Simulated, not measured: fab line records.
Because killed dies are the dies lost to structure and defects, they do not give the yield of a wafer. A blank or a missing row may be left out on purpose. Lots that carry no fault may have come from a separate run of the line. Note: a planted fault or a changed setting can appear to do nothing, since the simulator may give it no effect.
fab line records	flow sky130
record lots=24	wafers=72	last-day=50
route steps=708 shown VIA1@470 METAL2@483 CAP2M@604 METAL5@664
lots with no fault: from the same line, run without faults
start-h: hours from the record's first day to the start of the lot's first wafer shown	wait-h: hours elapsed since this lot's preceding step	" the same as in the row above	L1.1+2: a single row standing in for several wafers	- either no value or no given start	* or withheld: withheld	< > ~ a bound
route shown NAME@n: NAME is a module with steps in the file, n the number in the route of the first one	usual: mean and standard deviation over wafers with no fault	same: alike in all rows	chamber/n: place in a boat	sites: per-site readings	_std_site: the standard deviation of these	_edge_site: mean of outer sites minus mean of inner sites	radius-mm: how far each site lies from the wafer's centre	mask NAME#n: copy n	behind: tool/chamber where the wafer was last shaped	hold: what put the lot on hold/how long, in hours/how the hold closed	device: names the non-switching transistor (n, p or np)	end of line: tests of these same wafers at the route's end	step lacking rows: just its recipe	killed: dies lost to structure and defects at the first sort, not the wafer's yield	map: shows each die of a wafer: x if killed, . if not, _ if none is there
set.NAME: the setting the step ran with; set.NAME@STEP: the setting that earlier step ran with	model.NAME: the simulator's own value behind a step, which no gauge read
the route's steps for a sample of lots (tables are steps, rows are wafers)
services: when a tool's chamber went out of use (start-h, in hours from the record's first day, below 0 if earlier), for how many hours, and the reason
## steps
# step SKY_VIA1_CD_MEAS_12
# recipe target-cd-nm=150
# usual cd-nm=149.7/1.6
lot.wafer	tool	chamber	start-h	wait-h	cd-nm
L074.3	cd-sem-01	-	782.33	-	150.7
L074.4	"	-	"	"	149.5
L074.6	"	-	"	"	151.0
L075.2	cd-sem-02	-	791.47	-	149.9
L075.4	"	-	"	"	150.3
L075.6	"	-	"	"	147.7
L076.1	cd-sem-02	-	823.59	-	147.1
L076.2	"	-	"	"	148.5
L076.6	"	-	"	"	147.9
L078.2	cd-sem-02	-	825.07	-	151.6
L078.4	"	-	"	"	150.4
L078.5	"	-	"	"	151.5
L077.1	cd-sem-01	-	826.94	-	149.2
L077.2	"	-	"	"	149.2
L077.4	"	-	"	"	147.6
L079.1	cd-sem-01	-	827.89	-	149.4
L079.3	"	-	"	"	149.6
L079.5	"	-	"	"	150.7
L080.2	cd-sem-02	-	835.77	-	150.0
L080.3	"	-	"	"	148.4
L080.4	"	-	"	"	148.9
L081.1	cd-sem-01	-	855.89	-	148.5
L081.3	"	-	"	"	148.9
L081.6	"	-	"	"	148.1
L082.1	cd-sem-01	-	856.69	-	147.3
L082.4	"	-	"	"	147.4
L082.5	"	-	"	"	148.2
L083.1	cd-sem-02	-	859.79	-	152.7
L083.5	"	-	"	"	150.1
L083.6	"	-	"	"	151.1
L084.2	cd-sem-02	-	864.47	-	146.8
L084.3	"	-	"	"	150.6
L084.4	"	-	"	"	149.7
L085.1	cd-sem-02	-	875.39	-	149.4
L085.3	"	-	"	"	149.6
L085.4	"	-	"	"	149.9
L086.2	cd-sem-02	-	877.61	-	152.4
L086.3	"	-	"	"	151.0
L086.5	"	-	"	"	150.0
L087.2	cd-sem-01	-	891.72	-	152.1
L087.4	"	-	"	"	148.8
L087.6	"	-	"	"	150.0
L088.2	cd-sem-02	-	899.82	-	151.9
L088.4	"	-	"	"	151.1
L088.5	"	-	"	"	151.9
L089.2	cd-sem-01	-	906.76	-	151.2
L089.3	"	-	"	"	150.8
L089.6	"	-	"	"	150.2
L090.2	cd-sem-02	-	913.56	-	147.8
L090.3	"	-	"	"	147.3
L090.5	"	-	"	"	149.7
L091.2	cd-sem-01	-	922.11	-	151.9
L091.3	"	-	"	"	151.6
L091.5	"	-	"	"	150.9
L092.3	cd-sem-02	-	923.34	-	146.7
L092.5	"	-	"	"	146.5
L092.6	"	-	"	"	147.7
L093.1	cd-sem-01	-	940.25	-	149.5
L093.3	"	-	"	"	149.5
L093.6	"	-	"	"	147.6
L094.3	cd-sem-02	-	942.83	-	148.9
L094.4	"	-	"	"	150.6
L094.6	"	-	"	"	150.9
L095.2	cd-sem-02	-	949.17	-	148.2
L095.3	"	-	"	"	147.1
L095.5	"	-	"	"	148.6
L097.2	cd-sem-01	-	982.47	-	150.3
L097.4	"	-	"	"	149.4
L097.6	"	-	"	"	151.3
L096.3	cd-sem-02	-	984.93	-	152.0
L096.5	"	-	"	"	151.2
L096.6	"	-	"	"	152.8
# step SKY_METAL2_SPUTTER_00
# recipe material=Ti	target-thk-nm=15	power-w=3000	time-s=10	chamber-pressure-pa=0.4
# usual throttle-valve-pct=30.5/0.81
lot.wafer	tool	chamber	start-h	wait-h	throttle-valve-pct
L074.3	pvd-sputter-03	-	783.77	0.2	30.0
L074.4	"	-	"	"	29.0
L074.6	"	-	"	"	28.8
L075.2	pvd-sputter-04	-	792.93	0.1	29.5
L075.4	"	-	"	"	31.0
L075.6	"	-	"	"	30.8
L076.1	pvd-sputter-01	-	825.06	0.1	30.9
L076.2	"	-	"	"	31.3
L076.6	"	-	"	"	31.0
L078.2	pvd-sputter-03	-	826.52	0.2	29.2
L078.4	"	-	"	"	30.4
L078.5	"	-	"	"	30.6
L077.1	pvd-sputter-01	-	828.41	0.1	31.4
L077.2	"	-	"	"	30.7
L077.4	"	-	"	"	30.9
L079.1	pvd-sputter-04	-	829.36	0.1	31.0
L079.3	"	-	"	"	29.8
L079.5	"	-	"	"	31.0
L080.2	pvd-sputter-04	-	837.28	0.2	31.9
L080.3	"	-	"	"	29.6
L080.4	"	-	"	"	29.7
L081.1	pvd-sputter-01	-	857.36	0.2	30.7
L081.3	"	-	"	"	31.0
L081.6	"	-	"	"	31.1
L082.1	pvd-sputter-04	-	858.16	0.2	29.5
L082.4	"	-	"	"	30.6
L082.5	"	-	"	"	30.9
L083.1	pvd-sputter-01	-	861.26	0.2	31.4
L083.5	"	-	"	"	31.0
L083.6	"	-	"	"	30.9
L084.2	pvd-sputter-01	-	865.92	0.2	31.4
L084.3	"	-	"	"	30.8
L084.4	"	-	"	"	30.6
L085.1	pvd-sputter-01	-	876.87	0.1	30.7
L085.3	"	-	"	"	30.6
L085.4	"	-	"	"	31.0
L086.2	pvd-sputter-03	-	879.15	0.1	29.0
L086.3	"	-	"	"	29.7
L086.5	"	-	"	"	29.7
L087.2	pvd-sputter-01	-	893.18	0.1	30.4
L087.4	"	-	"	"	31.2
L087.6	"	-	"	"	30.6
L088.2	pvd-sputter-03	-	901.27	0.2	30.3
L088.4	"	-	"	"	28.7
L088.5	"	-	"	"	30.1
L089.2	pvd-sputter-01	-	908.25	0.2	30.6
L089.3	"	-	"	"	30.8
L089.6	"	-	"	"	31.1
L090.2	pvd-sputter-03	-	915.02	0.1	30.3
L090.3	"	-	"	"	28.7
L090.5	"	-	"	"	29.7
L091.2	pvd-sputter-01	-	923.63	0.2	30.8
L091.3	"	-	"	"	30.6
L091.5	"	-	"	"	30.7
L092.3	pvd-sputter-03	-	924.81	0.1	29.0
L092.5	"	-	"	"	30.0
L092.6	"	-	"	"	28.7
L093.1	pvd-sputter-01	-	941.73	0.1	31.3
L093.3	"	-	"	"	31.0
L093.6	"	-	"	"	30.8
L094.3	pvd-sputter-01	-	944.60	0.1	30.8
L094.4	"	-	"	"	30.8
L094.6	"	-	"	"	30.8
L095.2	pvd-sputter-04	-	950.62	0.1	31.7
L095.3	"	-	"	"	31.0
L095.5	"	-	"	"	31.5
L097.2	pvd-sputter-01	-	983.92	0.1	31.0
L097.4	"	-	"	"	31.0
L097.6	"	-	"	"	31.0
L096.3	pvd-sputter-01	-	986.45	0.2	30.7
L096.5	"	-	"	"	31.1
L096.6	"	-	"	"	30.9
# step SKY_METAL2_DESCUM_17
# recipe chemistry=O2	source-power-w=150	bias-power-w=0	pressure-mtorr=10	temp-c=40	time-s=8
# usual drypump-motor-current-A=5.7/0.48	oes-product-au=0.994/0.0078
lot.wafer	tool	chamber	start-h	wait-h	drypump-motor-current-A	oes-product-au	rf-hours-counter-h
L074.3	rie-metal-01	0	810.00	0.0	6.1	0.984	-
L074.4	"	1	"	"	5.1	0.988	-
L074.6	"	0	"	"	6.1	0.985	-
L075.2	rie-metal-01	0	819.98	0.0	6.1	0.995	4
L075.4	"	0	"	"	6.2	0.994	-
L075.6	"	1	"	"	5.1	0.997	-
L076.1	rie-metal-01	1	851.19	0.0	5.1	1.004	2
L076.2	"	0	"	"	6.1	1.002	5
L076.6	"	1	"	"	5.1	1.003	-
L078.2	rie-metal-04	1	853.54	0.0	5.4	0.991	6
L078.4	"	0	"	"	6.1	1.012	-
L078.5	"	0	"	"	6.1	0.993	-
L077.1	rie-metal-02	0	855.29	0.0	6.4	0.993	1
L077.2	"	1	"	"	5.8	1.006	18
L077.4	"	0	"	"	6.4	1.001	-
L079.1	rie-metal-01	0	856.51	0.0	6.1	0.990	5
L079.3	"	0	"	"	6.1	0.981	-
L079.5	"	1	"	"	5.1	0.990	-
L080.2	rie-metal-02	0	863.89	0.0	6.4	1.000	2
L080.3	"	0	"	"	6.4	1.004	-
L080.4	"	1	"	"	5.8	1.026	-
L081.1	rie-metal-04	1	883.36	0.0	5.3	0.993	7
L081.3	"	0	"	"	6.0	0.995	-
L081.6	"	0	"	"	6.0	0.996	-
L082.1	rie-metal-01	1	883.79	0.0	5.1	0.992	4
L082.4	"	1	"	"	5.0	0.994	-
L082.5	"	0	"	"	6.1	0.997	-
L083.1	rie-metal-04	1	887.98	0.0	5.3	0.987	8
L083.5	"	0	"	"	6.0	0.989	-
L083.6	"	1	"	"	5.3	0.983	-
L084.2	rie-metal-04	1	892.90	0.0	5.3	0.991	8
L084.3	"	0	"	"	6.0	1.002	-
L084.4	"	1	"	"	5.4	0.990	-
L085.1	rie-metal-01	0	903.21	0.0	6.1	0.991	7
L085.3	"	1	"	"	5.1	0.994	-
L085.4	"	0	"	"	6.1	0.988	-
L086.2	rie-metal-01	1	905.06	0.0	5.1	0.987	5
L086.3	"	0	"	"	6.1	0.989	-
L086.5	"	0	"	"	6.1	0.987	-
L087.2	rie-metal-01	0	919.18	0.0	6.1	0.988	8
L087.4	"	1	"	"	5.1	0.984	-
L087.6	"	1	"	"	5.0	0.998	-
L088.2	rie-metal-01	0	926.59	0.0	6.1	0.979	8
L088.4	"	1	"	"	5.1	0.981	-
L088.5	"	1	"	"	5.1	1.000	-
L089.2	rie-metal-01	1	933.31	0.0	5.1	0.995	6
L089.3	"	1	"	"	5.1	0.997	-
L089.6	"	0	"	"	6.2	0.996	-
L090.2	rie-metal-01	1	940.06	0.0	5.1	0.990	6
L090.3	"	0	"	"	6.1	0.988	-
L090.5	"	0	"	"	6.1	0.986	-
L091.2	rie-metal-04	0	948.38	0.0	6.1	0.985	0
L091.3	"	1	"	"	5.4	0.986	-
L091.5	"	1	"	"	5.4	0.981	-
L092.3	rie-metal-04	1	949.50	0.0	5.4	0.990	-
L092.5	"	1	"	"	5.4	0.993	-
L092.6	"	0	"	"	6.0	0.988	-
L093.1	rie-metal-01	0	966.64	0.0	6.2	0.984	10
L093.3	"	0	"	"	6.2	0.993	-
L093.6	"	0	"	"	6.1	0.993	-
L094.3	rie-metal-04	0	969.09	0.0	6.1	0.992	-
L094.4	"	1	"	"	5.4	0.998	-
L094.6	"	1	"	"	5.4	0.990	-
L095.2	rie-metal-04	0	974.99	0.0	6.1	0.986	2
L095.3	"	1	"	"	5.4	0.993	-
L095.5	"	1	"	"	5.4	0.999	-
L097.2	rie-metal-04	1	1007.36	0.0	5.4	0.998	15
L097.4	"	0	"	"	6.1	0.995	-
L097.6	"	1	"	"	5.4	0.986	-
L096.3	rie-metal-01	0	1010.47	0.0	6.2	0.992	-
L096.5	"	1	"	"	5.1	1.011	-
L096.6	"	0	"	"	6.2	0.993	-
# step SKY_CAP2M_THK_MEAS_01
# recipe reads=SiO2_of_CAP2M_CVD_00
# usual CAP2M_CVD_00_THK=15.46/0.22
lot.wafer	tool	chamber	start-h	wait-h	CAP2M_CVD_00_THK[nm]
L074.3	film-metro-04	-	921.48	-	15.61
L074.4	"	-	"	"	15.60
L074.6	"	-	"	"	15.77
L075.2	film-metro-01	-	931.50	-	15.35
L075.4	"	-	"	"	15.78
L075.6	"	-	"	"	15.85
L076.1	film-metro-04	-	959.50	-	15.33
L076.2	"	-	"	"	15.65
L076.6	"	-	"	"	15.52
L078.2	film-metro-04	-	961.38	-	14.98
L078.4	"	-	"	"	15.40
L078.5	"	-	"	"	15.34
L077.1	film-metro-04	-	961.72	-	15.23
L077.2	"	-	"	"	15.36
L077.4	"	-	"	"	15.65
L079.1	film-metro-03	-	964.10	-	15.02
L079.3	"	-	"	"	15.42
L079.5	"	-	"	"	15.40
L080.2	film-metro-04	-	970.75	-	15.19
L080.3	"	-	"	"	15.51
L080.4	"	-	"	"	15.39
L081.1	film-metro-03	-	991.34	-	15.13
L081.3	"	-	"	"	15.60
L081.6	"	-	"	"	15.57
L082.1	film-metro-01	-	991.63	-	15.02
L082.4	"	-	"	"	15.33
L082.5	"	-	"	"	15.35
L083.1	film-metro-03	-	994.03	-	15.46
L083.5	"	-	"	"	15.62
L083.6	"	-	"	"	15.51
L084.2	film-metro-01	-	997.94	-	15.42
L084.3	"	-	"	"	15.31
L084.4	"	-	"	"	15.29
L085.1	film-metro-01	-	1006.59	-	15.01
L085.3	"	-	"	"	15.23
L085.4	"	-	"	"	15.49
L086.2	film-metro-04	-	1008.53	-	15.21
L086.3	"	-	"	"	15.33
L086.5	"	-	"	"	15.63
L087.2	film-metro-01	-	1022.27	-	15.09
L087.4	"	-	"	"	15.49
L087.6	"	-	"	"	15.55
L088.2	film-metro-01	-	1027.65	-	15.38
L088.4	"	-	"	"	15.57
L088.5	"	-	"	"	15.94
L089.2	film-metro-01	-	1034.00	-	15.20
L089.3	"	-	"	"	15.22
L089.6	"	-	"	"	15.31
L090.2	film-metro-03	-	1041.84	-	15.59
L090.3	"	-	"	"	15.37
L090.5	"	-	"	"	15.74
L091.2	film-metro-01	-	1048.09	-	15.14
L091.3	"	-	"	"	15.34
L091.5	"	-	"	"	15.45
L092.3	film-metro-03	-	1048.84	-	15.53
L092.5	"	-	"	"	15.57
L092.6	"	-	"	"	15.39
L093.1	film-metro-03	-	1066.08	-	15.49
L093.3	"	-	"	"	15.48
L093.6	"	-	"	"	15.70
L094.3	film-metro-03	-	1067.39	-	15.43
L094.4	"	-	"	"	15.79
L094.6	"	-	"	"	15.61
L095.2	film-metro-03	-	1071.63	-	15.32
L095.3	"	-	"	"	15.31
L095.5	"	-	"	"	15.69
L097.2	film-metro-03	-	1099.48	-	15.62
L097.4	"	-	"	"	15.91
L097.6	"	-	"	"	15.86
L096.3	film-metro-03	-	1103.25	-	15.19
L096.5	"	-	"	"	15.59
L096.6	"	-	"	"	15.29
# step SKY_CAP2M_RS_MEAS_03
# recipe thk-meas-gauge=four-point-probe	reads=TiN_of_CAP2M_SPUTTER_02
# usual CAP2M_TIN_RS=6.88/0.075
lot.wafer	tool	chamber	start-h	wait-h	CAP2M_TIN_RS[ohm/sq]
L074.3	film-metro-01	-	921.67	0.1	6.80
L074.4	"	-	"	"	6.79
L074.6	"	-	"	"	6.81
L075.2	film-metro-03	-	931.68	0.1	6.91
L075.4	"	-	"	"	6.93
L075.6	"	-	"	"	6.92
L076.1	film-metro-01	-	959.67	0.1	7.03
L076.2	"	-	"	"	7.02
L076.6	"	-	"	"	7.06
L078.2	film-metro-04	-	961.56	0.1	6.95
L078.4	"	-	"	"	7.03
L078.5	"	-	"	"	6.96
L077.1	film-metro-04	-	961.89	0.1	6.94
L077.2	"	-	"	"	6.91
L077.4	"	-	"	"	6.93
L079.1	film-metro-01	-	964.27	0.1	6.89
L079.3	"	-	"	"	6.92
L079.5	"	-	"	"	6.90
L080.2	film-metro-03	-	970.93	0.1	6.82
L080.3	"	-	"	"	6.80
L080.4	"	-	"	"	6.85
L081.1	film-metro-04	-	991.51	0.1	6.88
L081.3	"	-	"	"	6.94
L081.6	"	-	"	"	6.89
L082.1	film-metro-01	-	991.80	0.1	6.90
L082.4	"	-	"	"	6.94
L082.5	"	-	"	"	6.96
L083.1	film-metro-04	-	994.20	0.1	6.82
L083.5	"	-	"	"	6.85
L083.6	"	-	"	"	6.84
L084.2	film-metro-03	-	998.12	0.1	6.88
L084.3	"	-	"	"	6.88
L084.4	"	-	"	"	6.94
L085.1	film-metro-03	-	1006.76	0.1	6.79
L085.3	"	-	"	"	6.80
L085.4	"	-	"	"	6.86
L086.2	film-metro-01	-	1008.71	0.1	6.84
L086.3	"	-	"	"	6.89
L086.5	"	-	"	"	6.87
L087.2	film-metro-03	-	1022.45	0.1	6.85
L087.4	"	-	"	"	6.95
L087.6	"	-	"	"	6.87
L088.2	film-metro-03	-	1027.83	0.1	6.76
L088.4	"	-	"	"	6.71
L088.5	"	-	"	"	6.79
L089.2	film-metro-03	-	1034.18	0.1	6.80
L089.3	"	-	"	"	6.82
L089.6	"	-	"	"	6.88
L090.2	film-metro-03	-	1042.02	0.1	6.78
L090.3	"	-	"	"	6.76
L090.5	"	-	"	"	6.86
L091.2	film-metro-03	-	1048.27	0.1	7.05
L091.3	"	-	"	"	6.94
L091.5	"	-	"	"	6.97
L092.3	film-metro-04	-	1049.02	0.1	6.93
L092.5	"	-	"	"	6.91
L092.6	"	-	"	"	6.88
L093.1	film-metro-03	-	1066.25	0.1	6.73
L093.3	"	-	"	"	6.74
L093.6	"	-	"	"	6.76
L094.3	film-metro-01	-	1067.58	0.1	6.94
L094.4	"	-	"	"	6.94
L094.6	"	-	"	"	6.95
L095.2	film-metro-01	-	1071.81	0.1	7.05
L095.3	"	-	"	"	6.92
L095.5	"	-	"	"	6.97
L097.2	film-metro-01	-	1099.66	0.1	6.87
L097.4	"	-	"	"	6.87
L097.6	"	-	"	"	6.88
L096.3	film-metro-01	-	1103.44	0.1	6.80
L096.5	"	-	"	"	6.80
L096.6	"	-	"	"	6.83
# step SKY_METAL5_SPUTTER_03
# recipe material=Ti	target-thk-nm=5	power-w=3000	time-s=3.3	chamber-pressure-pa=0.4
# usual throttle-valve-pct=30.3/0.9
lot.wafer	tool	chamber	start-h	wait-h	throttle-valve-pct
L074.3	pvd-sputter-01	-	997.56	0.0	31.0
L074.4	"	-	"	"	31.1
L074.6	"	-	"	"	30.7
L075.2	pvd-sputter-01	-	1004.78	0.0	30.7
L075.4	"	-	"	"	31.4
L075.6	"	-	"	"	31.2
L076.1	pvd-sputter-04	-	1031.44	0.0	29.3
L076.2	"	-	"	"	29.6
L076.6	"	-	"	"	29.8
L078.2	pvd-sputter-03	-	1034.10	0.0	28.8
L078.4	"	-	"	"	30.5
L078.5	"	-	"	"	28.5
L077.1	pvd-sputter-03	-	1035.62	0.0	29.9
L077.2	"	-	"	"	29.2
L077.4	"	-	"	"	30.3
L079.1	pvd-sputter-01	-	1037.08	0.0	31.2
L079.3	"	-	"	"	30.9
L079.5	"	-	"	"	30.8
L080.2	pvd-sputter-04	-	1044.83	0.0	30.9
L080.3	"	-	"	"	29.9
L080.4	"	-	"	"	32.0
L081.1	pvd-sputter-01	-	1060.75	0.0	30.8
L081.3	"	-	"	"	30.9
L081.6	"	-	"	"	30.7
L082.1	pvd-sputter-03	-	1063.04	0.0	30.1
L082.4	"	-	"	"	28.7
L082.5	"	-	"	"	29.1
L083.1	pvd-sputter-03	-	1065.64	0.0	30.4
L083.5	"	-	"	"	28.5
L083.6	"	-	"	"	30.0
L084.2	pvd-sputter-01	-	1068.63	0.0	30.9
L084.3	"	-	"	"	30.9
L084.4	"	-	"	"	31.2
L085.1	pvd-sputter-04	-	1075.97	0.0	30.8
L085.3	"	-	"	"	31.9
L085.4	"	-	"	"	29.8
L086.2	pvd-sputter-01	-	1076.50	0.0	30.9
L086.3	"	-	"	"	30.7
L086.5	"	-	"	"	30.8
L087.2	pvd-sputter-01	-	1092.46	0.0	30.7
L087.4	"	-	"	"	30.8
L087.6	"	-	"	"	31.4
L088.2	pvd-sputter-03	-	1096.66	0.0	29.7
L088.4	"	-	"	"	29.2
L088.5	"	-	"	"	30.5
L089.2	pvd-sputter-04	-	1100.29	0.0	31.7
L089.3	"	-	"	"	29.4
L089.6	"	-	"	"	29.5
L090.2	pvd-sputter-03	-	1109.99	0.0	30.0
L090.3	"	-	"	"	29.1
L090.5	"	-	"	"	29.2
L091.2	pvd-sputter-03	-	1118.31	0.0	30.0
L091.3	"	-	"	"	30.3
L091.5	"	-	"	"	30.4
L092.3	pvd-sputter-03	-	1119.51	0.0	28.9
L092.5	"	-	"	"	28.7
L092.6	"	-	"	"	29.9
L093.1	pvd-sputter-01	-	1128.21	0.0	30.7
L093.3	"	-	"	"	31.3
L093.6	"	-	"	"	31.2
L094.3	pvd-sputter-04	-	1130.51	0.0	29.7
L094.4	"	-	"	"	29.7
L094.6	"	-	"	"	31.0
L095.2	pvd-sputter-01	-	1134.19	0.0	30.9
L095.3	"	-	"	"	30.5
L095.5	"	-	"	"	30.7
L097.2	pvd-sputter-03	-	1158.40	0.0	30.2
L097.4	"	-	"	"	29.1
L097.6	"	-	"	"	28.8
L096.3	pvd-sputter-04	-	1161.61	0.0	32.0
L096.5	"	-	"	"	31.7
L096.6	"	-	"	"	29.5
## services
tool	chamber	start-h	hours	kind
rie-metal-02	-	759.95	0.3	repair
pvd-sputter-01	-	797.40	1.8	repair
pvd-sputter-01	-	813.65	4.5	repair
pvd-sputter-01	3	866.06	-	consumable-replace:kit
pvd-sputter-01	3	866.06	18.0	scheduled-down
pvd-sputter-01	3	866.06	18.0	vent-cycle
pvd-sputter-04	-	886.60	6.0	repair
rie-metal-02	-	899.62	2.8	pm
rie-metal-01	-	958.34	0.7	repair
pvd-sputter-01	2	961.69	-	consumable-replace:kit
pvd-sputter-01	2	961.69	18.0	scheduled-down
pvd-sputter-01	2	961.69	18.0	vent-cycle
rie-metal-01	0	969.07	10.7	repair
rie-metal-02	0	989.59	11.3	repair
pvd-sputter-04	-	994.79	1.0	repair
rie-metal-02	0	1027.28	14.8	repair
rie-metal-04	-	1046.06	2.8	pm
rie-metal-04	-	1064.67	0.1	repair
rie-metal-02	-	1069.62	14.6	pm
pvd-sputter-01	1	1073.83	-	consumable-replace:kit
pvd-sputter-01	1	1073.83	18.0	scheduled-down
pvd-sputter-01	1	1073.83	18.0	vent-cycle
pvd-sputter-01	-	1114.07	2.4	repair
rie-metal-02	1	1152.97	14.2	repair
## key
fault none
